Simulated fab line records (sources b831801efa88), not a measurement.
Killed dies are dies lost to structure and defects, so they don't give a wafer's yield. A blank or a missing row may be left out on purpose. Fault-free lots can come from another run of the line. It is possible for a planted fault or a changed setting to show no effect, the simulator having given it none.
fab line records + flow sky130
record:
- lots: 6
- wafers: 18
- last_day: 50
route steps=708 shown VIA4@652 METAL5@661 PAD_OPEN@708
lots untouched by any fault: they come from a run of this same line in which no faults occurred
start_h: the number of hours between the record's first day and the start of the first shown wafer of the lot + wait_h: hours from the lot's prior step to this one + " unchanged from the row above + L1.1+2: one row covering several wafers at once + - value missing, or start not given + * or withheld: withheld + < > ~ a bound
route shown NAME@n: a module of which the file shows steps, and the number in the route of the first + usual: mean/standard deviation taken from wafers without a fault + same: alike in all rows + chamber/n: place in a boat + sites: the reading at each site + _std_site: the values' standard deviation + _edge_site: outer sites' mean less inner sites' + radius_mm: for every site, how far away it sits from the centre of the wafer + mask NAME#n: copy n + behind: tool/chamber where the wafer was last shaped + hold: cause of the lot's hold/its duration in hours/its outcome + device: the n, p or np transistor that did not switch + end of line: the tests these same wafers got at the end of their route + a step without rows: its recipe alone + killed: the dies lost at the first sort to structure and to defects; this is not the yield of the wafer + map: dies across one wafer; x = killed, . = not, _ = none there
set.NAME: the setting as run; set.NAME@STEP: as run at that earlier step + model.NAME: the simulator's own value behind a step, which no gauge read
certain route steps with their lots: each step a table, each wafer a row
services: a tool's chamber out of use, with start hour (start_h, from the record's first day; less than 0 if before it), hours out, and reason
== steps ==
step: SKY_VIA4_STRIP_13
recipe:
- chemistry: O2/N2
- power_w: 1400
- pressure_mtorr: 1500
- platen_temp_c: withheld
- o2_flow_sccm: 3000
- n2_flow_sccm: 300
- overash_fraction: 0.5
usual:
- drypump_motor_current_A: 5.6/0.46
- oes_product_au: 0.710/0.0044
- strip_time_to_endpoint_s: 12.80/0.03
| lot.wafer | tool            | chamber | start_h | wait_h | drypump_motor_current_A | oes_product_au | rf_hours_counter_h | strip_time_to_endpoint_s |
|-----------|-----------------|---------|---------|--------|-------------------------|----------------|--------------------|--------------------------|
| L650.3    | plasma_asher-01 | 0       | 1025.87 | -      | 5.8                     | 0.707          | -                  | 12.81                    |
| L650.5    | "               | 1       | "       | "      | 4.9                     | 0.719          | -                  | 12.77                    |
| L650.6    | "               | 0       | "       | "      | 5.8                     | 0.717          | -                  | 12.82                    |
| L653.2    | plasma_asher-04 | 0       | 1041.58 | -      | 5.8                     | 0.705          | 113                | 12.80                    |
| L653.4    | "               | 0       | "       | "      | 5.8                     | 0.706          | -                  | 12.77                    |
| L653.6    | "               | 1       | "       | "      | 6.4                     | 0.709          | -                  | 12.76                    |
| L658.2    | plasma_asher-02 | 1       | 1075.23 | -      | 5.1                     | 0.724          | 65                 | 12.79                    |
| L658.5    | "               | 1       | "       | "      | 5.2                     | 0.706          | -                  | 12.83                    |
| L658.6    | "               | 0       | "       | "      | 5.8                     | 0.708          | -                  | 12.76                    |
| L659.1    | plasma_asher-04 | 0       | 1083.37 | -      | 5.8                     | 0.701          | 2                  | 12.87                    |
| L659.4    | "               | 1       | "       | "      | 6.4                     | 0.709          | -                  | 12.84                    |
| L659.6    | "               | 1       | "       | "      | 6.4                     | 0.709          | -                  | 12.77                    |
| L669.1    | plasma_asher-02 | 1       | 1139.57 | -      | 5.1                     | 0.709          | 70                 | 12.79                    |
| L669.2    | "               | 0       | "       | "      | 5.9                     | 0.709          | 70                 | 12.78                    |
| L669.6    | "               | 0       | "       | "      | 5.8                     | 0.709          | -                  | 12.79                    |
| L670.1    | plasma_asher-01 | 1       | 1141.92 | -      | 4.9                     | 0.706          | 107                | 12.78                    |
| L670.5    | "               | 1       | "       | "      | 4.9                     | 0.712          | -                  | 12.78                    |
| L670.6    | "               | 0       | "       | "      | 5.8                     | 0.706          | -                  | 12.84                    |
step: SKY_VIA4_STRIP_14
recipe:
- chemistry: post_etch_residue_remover
- time_s: 1200
- temp_c: 72.5
step: SKY_VIA4_CLEAN_15
recipe:
- chemistry: IPA
- time_s: 180
- temp_c: 25
step: SKY_VIA4_CLEAN_16
recipe:
- chemistry: O3/DIW
- dry: n2_spin
step: SKY_VIA4_SPUTTER_17
recipe:
- material: TiN
- target_thk_nm: 20
- chamber_pressure_pa: 5
- power_w: 4000
- time_s: 80
usual:
- cathode_dc_power_W: 4000.1/0.71
- chamber_pressure_pa: 4.999/0.011
- throttle_valve_pct: 29.7/0.96
| lot.wafer | tool           | chamber | start_h | wait_h | cathode_dc_power_W | chamber_pressure_pa | throttle_valve_pct |
|-----------|----------------|---------|---------|--------|--------------------|---------------------|--------------------|
| L650.3    | pvd_sputter-01 | -       | 1026.45 | 0.0    | 3999.7             | 4.982               | 28.6               |
| L650.5    | "              | -       | "       | "      | 3999.3             | 4.996               | 30.4               |
| L650.6    | "              | -       | "       | "      | 3999.7             | 4.996               | 28.9               |
| L653.2    | pvd_sputter-02 | -       | 1042.17 | 0.0    | 3999.6             | 4.995               | 30.6               |
| L653.4    | "              | -       | "       | "      | 4000.0             | 4.997               | 31.0               |
| L653.6    | "              | -       | "       | "      | 3999.1             | 5.004               | 31.0               |
| L658.2    | pvd_sputter-01 | -       | 1075.82 | 0.0    | 3998.9             | 5.006               | 29.2               |
| L658.5    | "              | -       | "       | "      | 4000.5             | 4.985               | 29.8               |
| L658.6    | "              | -       | "       | "      | 4000.0             | 4.992               | 28.5               |
| L659.1    | pvd_sputter-02 | -       | 1083.96 | 0.0    | 4000.2             | 4.999               | 31.0               |
| L659.4    | "              | -       | "       | "      | 3999.7             | 4.987               | 29.3               |
| L659.6    | "              | -       | "       | "      | 4000.2             | 4.993               | 29.0               |
| L669.1    | pvd_sputter-02 | -       | 1140.22 | 0.0    | 3999.4             | 4.985               | 30.6               |
| L669.2    | "              | -       | "       | "      | 4000.1             | 5.007               | 31.0               |
| L669.6    | "              | -       | "       | "      | 4000.4             | 5.006               | 30.7               |
| L670.1    | pvd_sputter-02 | -       | 1142.81 | 0.0    | 3999.7             | 5.005               | 31.1               |
| L670.5    | "              | -       | "       | "      | 3999.9             | 4.983               | 28.9               |
| L670.6    | "              | -       | "       | "      | 3999.2             | 5.008               | 31.0               |
step: SKY_VIA4_CVD_18
recipe:
- material: W
- target_thk_nm: 505
- time_s: 152.14
- temp_c: 400
- pressure_torr: 40
usual:
- heater_power_w: 769/29
| lot.wafer | tool     | chamber | start_h | wait_h | heater_power_w |
|-----------|----------|---------|---------|--------|----------------|
| L650.3    | cvd_w-01 | 0       | 1026.56 | 0.1    | 779            |
| L650.5    | "        | 1       | "       | "      | 743            |
| L650.6    | "        | 0       | "       | "      | 790            |
| L653.2    | cvd_w-02 | 1       | 1042.24 | 0.0    | 719            |
| L653.4    | "        | 0       | "       | "      | 815            |
| L653.6    | "        | 1       | "       | "      | 742            |
| L658.2    | cvd_w-01 | 0       | 1075.88 | 0.0    | 782            |
| L658.5    | "        | 0       | "       | "      | 775            |
| L658.6    | "        | 1       | "       | "      | 739            |
| L659.1    | cvd_w-02 | 1       | 1084.02 | 0.0    | 736            |
| L659.4    | "        | 0       | "       | "      | 803            |
| L659.6    | "        | 1       | "       | "      | 746            |
| L669.1    | cvd_w-02 | 0       | 1140.28 | 0.0    | 787            |
| L669.2    | "        | 1       | "       | "      | 727            |
| L669.6    | "        | 0       | "       | "      | 824            |
| L670.1    | cvd_w-01 | 0       | 1142.87 | 0.0    | 769            |
| L670.5    | "        | 1       | "       | "      | 781            |
| L670.6    | "        | 0       | "       | "      | 796            |
step: SKY_VIA4_RS_MEAS_19
recipe:
- thk_meas_gauge: four-point-probe
- reads: W_of_VIA4_CVD_18+TiN_of_VIA4_SPUTTER_17
usual:
- VIA4_W_RS: 0.2285/0.0021
| lot.wafer | tool          | chamber | start_h | wait_h | VIA4_W_RS[ohm/sq] |
|-----------|---------------|---------|---------|--------|-------------------|
| L650.3    | film_metro-03 | -       | 1026.70 | 0.1    | 0.2271            |
| L650.5    | "             | -       | "       | "      | 0.2300            |
| L650.6    | "             | -       | "       | "      | 0.2278            |
| L653.2    | film_metro-03 | -       | 1042.41 | 0.1    | 0.2335            |
| L653.4    | "             | -       | "       | "      | 0.2285            |
| L653.6    | "             | -       | "       | "      | 0.2319            |
| L658.2    | film_metro-01 | -       | 1076.05 | 0.1    | 0.2261            |
| L658.5    | "             | -       | "       | "      | 0.2274            |
| L658.6    | "             | -       | "       | "      | 0.2290            |
| L659.1    | film_metro-03 | -       | 1084.17 | 0.1    | 0.2291            |
| L659.4    | "             | -       | "       | "      | 0.2277            |
| L659.6    | "             | -       | "       | "      | 0.2294            |
| L669.1    | film_metro-03 | -       | 1140.43 | 0.1    | 0.2251            |
| L669.2    | "             | -       | "       | "      | 0.2258            |
| L669.6    | "             | -       | "       | "      | 0.2257            |
| L670.1    | film_metro-03 | -       | 1143.02 | 0.1    | 0.2282            |
| L670.5    | "             | -       | "       | "      | 0.2308            |
| L670.6    | "             | -       | "       | "      | 0.2288            |
step: SKY_VIA4_THK_MEAS_20
recipe:
- thk_meas_gauge: xrf
- reads: W_of_VIA4_CVD_18
usual:
- VIA4_W_THK: 508/6.1
| lot.wafer | tool          | chamber | start_h | wait_h | VIA4_W_THK[nm] |
|-----------|---------------|---------|---------|--------|----------------|
| L650.3    | film_metro-03 | -       | 1026.80 | 0.1    | 515            |
| L650.5    | "             | -       | "       | "      | 508            |
| L650.6    | "             | -       | "       | "      | 515            |
| L653.2    | film_metro-03 | -       | 1042.52 | 0.1    | 500            |
| L653.4    | "             | -       | "       | "      | 511            |
| L653.6    | "             | -       | "       | "      | 501            |
| L658.2    | film_metro-01 | -       | 1076.16 | 0.1    | 510            |
| L658.5    | "             | -       | "       | "      | 506            |
| L658.6    | "             | -       | "       | "      | 502            |
| L659.1    | film_metro-03 | -       | 1084.29 | 0.1    | 510            |
| L659.4    | "             | -       | "       | "      | 512            |
| L659.6    | "             | -       | "       | "      | 507            |
| L669.1    | film_metro-03 | -       | 1140.55 | 0.1    | 517            |
| L669.2    | "             | -       | "       | "      | 516            |
| L669.6    | "             | -       | "       | "      | 513            |
| L670.1    | film_metro-03 | -       | 1143.14 | 0.1    | 508            |
| L670.5    | "             | -       | "       | "      | 504            |
| L670.6    | "             | -       | "       | "      | 509            |
step: SKY_VIA4_CMP_21
recipe:
- stop_on: SiO2
- t_overpolish_s: 25
- down_force_psi: 3.5
- platen_rpm: 60
- target_thk_nm: 0
- pad_velocity_m_s: 0.94248
step: SKY_METAL5_SPUTTER_00
recipe:
- material: Ti
- target_thk_nm: 15
- power_w: 3000
- time_s: 10
- chamber_pressure_pa: 0.4
usual:
- cathode_dc_power_W: 2999.9/0.58
- chamber_pressure_pa: 0.4000/0.00082
- throttle_valve_pct: 30.0/1.2
| lot.wafer | tool           | chamber | start_h | wait_h | cathode_dc_power_W | chamber_pressure_pa | throttle_valve_pct |
|-----------|----------------|---------|---------|--------|--------------------|---------------------|--------------------|
| L650.3    | pvd_sputter-03 | -       | 1027.14 | 0.1    | 2998.9             | 0.4013              | 30.9               |
| L650.5    | "              | -       | "       | "      | 3000.3             | 0.3977              | 28.8               |
| L650.6    | "              | -       | "       | "      | 2999.5             | 0.3989              | 30.6               |
| L653.2    | pvd_sputter-04 | -       | 1042.87 | 0.1    | 2999.7             | 0.4000              | 28.1               |
| L653.4    | "              | -       | "       | "      | 2999.3             | 0.3991              | 29.7               |
| L653.6    | "              | -       | "       | "      | 3000.3             | 0.4011              | 29.4               |
| L658.2    | pvd_sputter-04 | -       | 1076.51 | 0.2    | 3001.2             | 0.3999              | 29.5               |
| L658.5    | "              | -       | "       | "      | 2999.0             | 0.4004              | 27.9               |
| L658.6    | "              | -       | "       | "      | 3000.1             | 0.3995              | 32.0               |
| L659.1    | pvd_sputter-03 | -       | 1084.65 | 0.2    | 2999.5             | 0.4012              | 29.0               |
| L659.4    | "              | -       | "       | "      | 2999.6             | 0.4008              | 30.9               |
| L659.6    | "              | -       | "       | "      | 3000.2             | 0.4005              | 29.0               |
| L669.1    | pvd_sputter-03 | -       | 1140.95 | 0.2    | 2999.4             | 0.4015              | 30.6               |
| L669.2    | "              | -       | "       | "      | 2999.5             | 0.3998              | 30.7               |
| L669.6    | "              | -       | "       | "      | 3000.3             | 0.3997              | 30.8               |
| L670.1    | pvd_sputter-03 | -       | 1143.60 | 0.1    | 2999.7             | 0.3987              | 30.8               |
| L670.5    | "              | -       | "       | "      | 2999.7             | 0.4008              | 30.9               |
| L670.6    | "              | -       | "       | "      | 2999.4             | 0.3995              | 30.8               |
step: SKY_METAL5_SPUTTER_01
recipe:
- material: TiN
- target_thk_nm: 20
- power_w: 6500
- time_s: 16.7
- chamber_pressure_pa: 0.4
step: SKY_METAL5_SPUTTER_02
recipe:
- material: AlCu
- target_thk_nm: 1150
- power_w: 10600
- time_s: 61.2
- chamber_pressure_pa: 0.4
step: SKY_METAL5_SPUTTER_03
recipe:
- material: Ti
- target_thk_nm: 5
- power_w: 3000
- time_s: 3.19
- chamber_pressure_pa: 0.4
usual:
- cathode_dc_power_W: 3000.0/0.51
- chamber_pressure_pa: 0.4001/0.0007
- throttle_valve_pct: 30.0/1.2
| lot.wafer | tool           | chamber | start_h | wait_h | cathode_dc_power_W | chamber_pressure_pa | throttle_valve_pct |
|-----------|----------------|---------|---------|--------|--------------------|---------------------|--------------------|
| L650.3    | pvd_sputter-03 | -       | 1027.25 | 0.0    | 2999.2             | 0.3999              | 30.8               |
| L650.5    | "              | -       | "       | "      | 3000.9             | 0.4003              | 28.9               |
| L650.6    | "              | -       | "       | "      | 2999.6             | 0.3983              | 30.8               |
| L653.2    | pvd_sputter-04 | -       | 1042.97 | 0.0    | 3000.0             | 0.3996              | 28.1               |
| L653.4    | "              | -       | "       | "      | 3000.1             | 0.4010              | 29.4               |
| L653.6    | "              | -       | "       | "      | 2998.8             | 0.3999              | 29.4               |
| L658.2    | pvd_sputter-04 | -       | 1076.61 | 0.0    | -                  | -                   | -                  |
| L658.5    | "              | -       | "       | "      | -                  | -                   | -                  |
| L658.6    | "              | -       | "       | "      | -                  | -                   | -                  |
| L659.1    | pvd_sputter-03 | -       | 1084.75 | 0.0    | -                  | -                   | -                  |
| L659.4    | "              | -       | "       | "      | -                  | -                   | -                  |
| L659.6    | "              | -       | "       | "      | -                  | -                   | -                  |
| L669.1    | pvd_sputter-03 | -       | 1141.05 | 0.0    | 3000.4             | 0.4009              | 30.8               |
| L669.2    | "              | -       | "       | "      | 3000.2             | 0.4000              | 30.7               |
| L669.6    | "              | -       | "       | "      | 2999.9             | 0.4008              | 30.7               |
| L670.1    | pvd_sputter-03 | -       | 1143.70 | 0.0    | 2998.8             | 0.4012              | 30.8               |
| L670.5    | "              | -       | "       | "      | 3000.3             | 0.3995              | 31.2               |
| L670.6    | "              | -       | "       | "      | 2999.9             | 0.4005              | 31.0               |
step: SKY_METAL5_SPUTTER_04
recipe:
- material: TiN
- target_thk_nm: 70
- power_w: 6500
- time_s: 58.3
- chamber_pressure_pa: 0.4
usual:
- cathode_dc_power_W: 6499.8/1.1
- chamber_pressure_pa: 0.4001/0.00083
- throttle_valve_pct: 29.9/1.2
| lot.wafer | tool           | chamber | start_h | wait_h | cathode_dc_power_W | chamber_pressure_pa | throttle_valve_pct |
|-----------|----------------|---------|---------|--------|--------------------|---------------------|--------------------|
| L650.3    | pvd_sputter-03 | -       | 1027.27 | 0.0    | 6498.0             | 0.3999              | 30.8               |
| L650.5    | "              | -       | "       | "      | 6499.0             | 0.3998              | 28.8               |
| L650.6    | "              | -       | "       | "      | 6500.4             | 0.4000              | 30.6               |
| L653.2    | pvd_sputter-04 | -       | 1042.98 | 0.0    | 6501.0             | 0.4015              | 28.1               |
| L653.4    | "              | -       | "       | "      | 6499.5             | 0.3990              | 29.4               |
| L653.6    | "              | -       | "       | "      | 6500.9             | 0.3997              | 29.3               |
| L658.2    | pvd_sputter-04 | -       | 1076.63 | 0.0    | 6498.4             | 0.4009              | 29.2               |
| L658.5    | "              | -       | "       | "      | 6501.0             | 0.4002              | 27.9               |
| L658.6    | "              | -       | "       | "      | 6500.9             | 0.3991              | 32.0               |
| L659.1    | pvd_sputter-03 | -       | 1084.77 | 0.0    | 6499.6             | 0.4003              | 28.8               |
| L659.4    | "              | -       | "       | "      | 6499.6             | 0.4010              | 30.6               |
| L659.6    | "              | -       | "       | "      | 6496.7             | 0.4014              | 28.7               |
| L669.1    | pvd_sputter-03 | -       | 1141.07 | 0.0    | 6498.9             | 0.4006              | 30.8               |
| L669.2    | "              | -       | "       | "      | 6499.3             | 0.3996              | 30.8               |
| L669.6    | "              | -       | "       | "      | 6498.4             | 0.3993              | 30.4               |
| L670.1    | pvd_sputter-03 | -       | 1143.71 | 0.0    | 6499.6             | 0.4006              | 30.7               |
| L670.5    | "              | -       | "       | "      | 6500.3             | 0.4010              | 30.7               |
| L670.6    | "              | -       | "       | "      | 6500.9             | 0.3996              | 30.6               |
step: SKY_PAD_OPEN_PROBE_99
usual:
- defect_limited_yield: 82.9/2
- killed_at_M0_to_M3: 43/7
- killed_at_M4_up: 3.0/1.9
- killed_at_contacts: 24/4.6
- killed_at_front_end: 15/4.1
- killed_at_other: 0.3/0.52
- killed_dies: 84/9.7
- killed_open: 46/6.9
- killed_short: 38/6.8
- sort_bin_3_pad_short: 0.8/0.41
- sort_bin_5_function: 10.2/1.5
- sort_bin_6_memory: 6.1/1.1
- sort_bin_8_speed: 0.00/0.017
- sort_n_pass: 408/9.7
- sort_yield_pct: 82.9/2
same:
- gross_dies: 492
- killed_at_back_side: 0
- sort_bin_4_leakage[%]: 0
| lot.wafer | tool      | chamber | start_h | wait_h | defect_limited_yield[%] | killed_at_M0_to_M3 | killed_at_M4_up | killed_at_contacts | killed_at_front_end | killed_at_other | killed_dies | killed_open | killed_short | sort_bin_3_pad_short[%] | sort_bin_5_function[%] | sort_bin_6_memory[%] | sort_bin_8_speed[%] | sort_n_pass | sort_yield_pct[%] |
|-----------|-----------|---------|---------|--------|-------------------------|--------------------|-----------------|--------------------|---------------------|-----------------|-------------|-------------|--------------|-------------------------|------------------------|----------------------|---------------------|-------------|-------------------|
| L650.3    | prober-02 | -       | 1094.34 | 0.2    | 85.0                    | 44                 | 1               | 20                 | 9                   | 0               | 74          | 42          | 32           | 0.6                     | 9.3                    | 5.1                  | 0                   | 418         | 85.0              |
| L650.5    | prober-02 | -       | 1094.44 | 0.2    | 85.4                    | 28                 | 4               | 25                 | 15                  | 0               | 72          | 32          | 40           | 0.8                     | 8.3                    | 5.5                  | 0                   | 420         | 85.4              |
| L650.6    | prober-02 | -       | 1094.49 | 0.2    | 87.2                    | 34                 | 2               | 19                 | 8                   | 0               | 63          | 37          | 26           | 0.6                     | 9.1                    | 3.0                  | 0                   | 429         | 87.2              |
| L653.2    | prober-01 | -       | 1108.15 | 0.1    | 83.1                    | 32                 | 2               | 27                 | 22                  | 0               | 83          | 46          | 36           | 1.6                     | 9.6                    | 5.7                  | 0                   | 409         | 83.1              |
| L653.4    | prober-01 | -       | 1108.25 | 0.2    | 82.5                    | 46                 | 2               | 24                 | 14                  | 0               | 86          | 51          | 35           | 1.0                     | 11.0                   | 5.5                  | 0                   | 406         | 82.5              |
| L653.6    | prober-01 | -       | 1108.35 | 0.2    | 84.8                    | 38                 | 7               | 21                 | 9                   | 0               | 75          | 41          | 33           | 0                       | 9.6                    | 5.7                  | 0                   | 417         | 84.8              |
| L658.2    | prober-01 | -       | 1138.93 | 0.1    | 84.3                    | 43                 | 2               | 20                 | 12                  | 0               | 77          | 43          | 34           | 0.6                     | 9.6                    | 5.5                  | 0                   | 415         | 84.3              |
| L658.5    | prober-01 | -       | 1139.08 | 0.2    | 80.7                    | 51                 | 4               | 27                 | 13                  | 0               | 95          | 50          | 42           | 0.4                     | 13.2                   | 5.7                  | 0.20                | 396         | 80.5              |
| L658.6    | prober-01 | -       | 1139.13 | 0.2    | 83.9                    | 46                 | 4               | 20                 | 8                   | 1               | 79          | 44          | 35           | 0.6                     | 8.3                    | 7.1                  | 0                   | 413         | 83.9              |
| L659.1    | prober-02 | -       | 1145.68 | 0.1    | 82.5                    | 43                 | 2               | 26                 | 13                  | 2               | 86          | 40          | 44           | 0.8                     | 11.2                   | 5.5                  | 0                   | 406         | 82.5              |
| L659.4    | prober-02 | -       | 1145.83 | 0.2    | 78.7                    | 50                 | 5               | 28                 | 20                  | 2               | 105         | 50          | 51           | 2.2                     | 12.4                   | 6.7                  | 0                   | 387         | 78.7              |
| L659.6    | prober-02 | -       | 1145.93 | 0.2    | 82.1                    | 43                 | 1               | 24                 | 19                  | 1               | 88          | 53          | 34           | 0.6                     | 11.2                   | 6.1                  | 0                   | 404         | 82.1              |
| L669.1    | prober-02 | -       | 1194.58 | 0.1    | 82.1                    | 43                 | 3               | 22                 | 20                  | 0               | 88          | 44          | 44           | 1.0                     | 10.8                   | 6.1                  | 0                   | 404         | 82.1              |
| L669.2    | prober-02 | -       | 1194.63 | 0.1    | 81.7                    | 42                 | 0               | 27                 | 21                  | 0               | 90          | 46          | 44           | 1.2                     | 11.2                   | 5.9                  | 0                   | 402         | 81.7              |
| L669.6    | prober-02 | -       | 1194.83 | 0.2    | 80.7                    | 52                 | 1               | 25                 | 16                  | 1               | 95          | 43          | 52           | 1.0                     | 11.6                   | 6.7                  | 0                   | 397         | 80.7              |
| L670.1    | prober-01 | -       | 1197.08 | 0.1    | 82.1                    | 56                 | 5               | 16                 | 11                  | 0               | 88          | 38          | 50           | 1.8                     | 10.2                   | 5.9                  | 0                   | 404         | 82.1              |
| L670.5    | prober-01 | -       | 1197.28 | 0.2    | 79.1                    | 54                 | 2               | 25                 | 21                  | 1               | 103         | 61          | 42           | 0.8                     | 12.0                   | 8.1                  | 0                   | 389         | 79.1              |
| L670.6    | prober-01 | -       | 1197.33 | 0.2    | 80.7                    | 41                 | 8               | 22                 | 24                  | 0               | 95          | 38          | 57           | 1.4                     | 11.6                   | 6.3                  | 0                   | 397         | 80.7              |
killed by level:class
L650.3 VIA2:geometric_particle:open=10 VIA1:geometric_particle:open=10 LI_CONTACT:geometric_particle:open=6 CONTACT:geometric_particle:open=6 VIA1:geometric_particle:short=6 LOCAL_INTERCONNECT:geometric_particle:short=4 METAL2:geometric_particle:short=4 FIELD_ISO:geometric_particle:short=3
L650.5 LI_CONTACT:geometric_particle:open=8 VIA1:geometric_particle:short=8 VIA1:geometric_particle:open=6 LOCAL_INTERCONNECT:geometric_particle:short=5 CONTACT:geometric_particle:open=5 FIELD_ISO:geometric_particle:short=4 LI_CONTACT:geometric_particle:short=4 FIELD_ISO:geometric_particle:open=3
L650.6 VIA1:geometric_particle:open=8 LI_CONTACT:geometric_particle:open=7 CONTACT:geometric_particle:open=6 VIA1:geometric_particle:short=6 LOCAL_INTERCONNECT:geometric_particle:short=4 VIA3:geometric_particle:open=4 METAL2:geometric_particle:short=4 FIELD_ISO:geometric_particle:short=3
L653.2 VIA1:geometric_particle:open=12 CONTACT:geometric_particle:open=11 FIELD_ISO:geometric_particle:short=6 LI_CONTACT:geometric_particle:open=6 CONTACT:geometric_particle:short=5 METAL1:geometric_particle:short=5 FIELD_ISO:geometric_particle:open=4 VIA3:geometric_particle:short=4
L653.4 VIA2:geometric_particle:open=10 CONTACT:geometric_particle:open=8 VIA1:geometric_particle:open=8 VIA3:geometric_particle:open=7 VIA1:geometric_particle:short=6 POLY_GATE:geometric_particle:open=5 CONTACT:geometric_particle:short=5 FIELD_ISO:geometric_particle:open=4
L653.6 VIA1:geometric_particle:open=10 VIA3:geometric_particle:open=8 METAL4:geometric_particle:short=7 VIA2:geometric_particle:open=6 LI_CONTACT:geometric_particle:open=6 CONTACT:geometric_particle:open=6 METAL3:geometric_particle:short=5 LOCAL_INTERCONNECT:geometric_particle:short=4
L658.2 VIA2:geometric_particle:open=8 CONTACT:geometric_particle:open=7 VIA3:geometric_particle:open=7 METAL2:geometric_particle:short=6 LI_CONTACT:geometric_particle:open=5 VIA1:geometric_particle:open=5 FIELD_ISO:geometric_particle:short=4 LI_CONTACT:geometric_particle:short=4
L658.5 VIA1:geometric_particle:open=10 CONTACT:geometric_particle:open=9 VIA3:geometric_particle:open=8 METAL1:geometric_particle:short=7 LI_CONTACT:geometric_particle:open=7 LOCAL_INTERCONNECT:geometric_particle:short=6 METAL2:geometric_particle:short=6 VIA2:geometric_particle:short=5
L658.6 VIA1:geometric_particle:open=10 VIA2:geometric_particle:open=9 VIA3:geometric_particle:open=7 LI_CONTACT:geometric_particle:open=6 LI_CONTACT:geometric_particle:short=4 METAL1:geometric_particle:open=4 LOCAL_INTERCONNECT:geometric_particle:short=4 CONTACT:geometric_particle:open=4
L659.1 VIA2:geometric_particle:open=8 LI_CONTACT:geometric_particle:open=7 VIA1:geometric_particle:short=7 VIA1:geometric_particle:open=7 CONTACT:geometric_particle:open=6 METAL2:geometric_particle:short=6 POLY_GATE:geometric_particle:short=5 LOCAL_INTERCONNECT:geometric_particle:short=4
L659.4 VIA1:geometric_particle:open=12 LOCAL_INTERCONNECT:geometric_particle:short=9 METAL1:geometric_particle:short=9 VIA3:geometric_particle:open=8 CONTACT:geometric_particle:open=6 POLY_GATE:geometric_particle:short=5 VIA2:geometric_particle:open=5 METAL2:geometric_particle:short=5
L659.6 CONTACT:geometric_particle:open=10 VIA1:geometric_particle:open=10 FIELD_ISO:geometric_particle:open=8 METAL2:geometric_particle:short=6 LI_CONTACT:geometric_particle:open=5 LOCAL_INTERCONNECT:geometric_particle:short=5 VIA2:geometric_particle:open=5 VIA3:geometric_particle:open=5
L669.1 VIA1:geometric_particle:open=8 VIA2:geometric_particle:open=7 CONTACT:geometric_particle:open=7 LI_CONTACT:geometric_particle:open=6 CONTACT:geometric_particle:short=6 METAL3:geometric_particle:short=6 METAL1:geometric_particle:short=5 VIA2:geometric_particle:short=5
L669.2 CONTACT:geometric_particle:short=8 VIA3:geometric_particle:open=8 CONTACT:geometric_particle:open=7 VIA2:geometric_particle:open=7 FIELD_ISO:geometric_particle:short=6 LI_CONTACT:geometric_particle:open=6 LOCAL_INTERCONNECT:geometric_particle:short=6 METAL1:geometric_particle:short=6
L669.6 LI_CONTACT:geometric_particle:open=8 VIA2:geometric_particle:open=8 VIA3:geometric_particle:open=8 VIA1:geometric_particle:short=7 METAL1:geometric_particle:short=7 POLY_GATE:geometric_particle:short=6 CONTACT:geometric_particle:open=6 METAL2:geometric_particle:short=6
L670.1 METAL2:geometric_particle:short=11 VIA1:geometric_particle:short=10 VIA2:geometric_particle:open=10 VIA1:geometric_particle:open=8 CONTACT:geometric_particle:open=5 FIELD_ISO:geometric_particle:short=4 LOCAL_INTERCONNECT:geometric_particle:short=4 VIA2:geometric_particle:short=4
L670.5 CONTACT:geometric_particle:open=11 VIA1:geometric_particle:open=11 VIA3:geometric_particle:open=10 METAL2:geometric_particle:short=8 LI_CONTACT:geometric_particle:open=6 VIA1:geometric_particle:short=6 METAL1:geometric_particle:short=6 POLY_GATE:geometric_particle:open=5
L670.6 METAL1:geometric_particle:short=8 FIELD_ISO:geometric_particle:short=7 POLY_GATE:geometric_particle:short=7 METAL4:geometric_particle:short=7 METAL2:geometric_particle:short=6 CONTACT:geometric_particle:open=6 VIA1:geometric_particle:short=6 VIA1:geometric_particle:open=6
== services ==
| tool            | chamber | start_h | hours | kind       |
|-----------------|---------|---------|-------|------------|
| plasma_asher-01 | -       | 1027.94 | 0.9   | repair     |
| pvd_sputter-01  | -       | 1051.26 | 1.4   | repair     |
| plasma_asher-04 | -       | 1055.27 | 9.0   | pm         |
| plasma_asher-04 | 0       | 1055.27 | 9.0   | vent_cycle |
| plasma_asher-04 | 1       | 1055.27 | 9.0   | vent_cycle |
| pvd_sputter-03  | -       | 1060.25 | 1.5   | repair     |
| plasma_asher-04 | 0       | 1064.27 | -     | clean      |
| plasma_asher-04 | 1       | 1064.27 | -     | clean      |
| pvd_sputter-01  | -       | 1065.12 | 0.6   | repair     |
| plasma_asher-01 | -       | 1073.74 | 2.8   | pm         |
| pvd_sputter-02  | -       | 1085.94 | 2.8   | repair     |
| pvd_sputter-01  | -       | 1098.69 | 19.3  | repair     |
| plasma_asher-02 | -       | 1099.79 | 14.6  | pm         |
| pvd_sputter-01  | -       | 1105.68 | 0.9   | repair     |
| pvd_sputter-03  | -       | 1128.99 | 1.2   | repair     |
| pvd_sputter-01  | -       | 1139.53 | 6.9   | repair     |
== key ==
first_sign:
- step: SKY_METAL5_SPUTTER_03
- reading: tool_record
- direction: missing
effect none on later readings
met_at SKY_METAL5_SPUTTER_03
struck_wafers L658.2,L658.5,L658.6,L659.1,L659.4,L659.6
onset_between 1042.97 1076.61
fault:
- kind: skipped_step_whole
- tool: pvd_sputter-03,pvd_sputter-04
- chamber: -
- onset_h: 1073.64
- steps: SKY_METAL5_SPUTTER_03
- scope: struck_lots_only
